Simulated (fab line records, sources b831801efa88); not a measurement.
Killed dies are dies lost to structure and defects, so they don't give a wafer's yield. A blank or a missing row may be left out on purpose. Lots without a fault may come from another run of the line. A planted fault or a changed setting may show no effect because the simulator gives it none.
Which tool did it? | flow sky130 | 6 lots, 17 wafers sampled, at 1 step of a route of 708

WHAT THE GAUGES READ, wafer by wafer
SKY_LDD_P_CD_MEAS_07: target cd 380 nm.
lot  | measured     | on        | cd_nm (nm)
L602 | day 18 21:19 | cd_sem-02 | 380.7 377.4 381.4
L604 | day 19 18:31 | cd_sem-01 | 384.5 382.3 382.5
L609 | day 22 17:50 | cd_sem-02 | 375.1 376.6
L616 | day 24 20:07 | cd_sem-01 | 379.8 380.7 379.9
L621 | day 26 17:36 | cd_sem-02 | 378.0 376.3 377.6
L623 | day 27 00:09 | cd_sem-02 | 382.8 380.8 378.6

WHICH TOOL RAN EACH LOT (tool, then ch and the chambers of the sampled wafers, then the start)
The record holds no process step before these readings.

THE ANSWER, worked out from the rows above alone
Rule: what is usual is taken from the lots themselves. Put in order of their means at a reading, lots are off if they are a third of the lots or fewer, leave a main group of 4 or more, and stand apart from it by a gap of 3 or more times the standard deviation of the main group's means; of several such gaps the widest counts. A main group whose means are all the same, to the digits that the tables above print for the reading, isn't used. A lot without any number at a reading at which 4 lots or more have one is off too. The other lots that the step has rows for count as sound.
No lot is off at any reading shown: from this, nothing can be told.

WHAT THE SIMULATOR HAD PUT IN
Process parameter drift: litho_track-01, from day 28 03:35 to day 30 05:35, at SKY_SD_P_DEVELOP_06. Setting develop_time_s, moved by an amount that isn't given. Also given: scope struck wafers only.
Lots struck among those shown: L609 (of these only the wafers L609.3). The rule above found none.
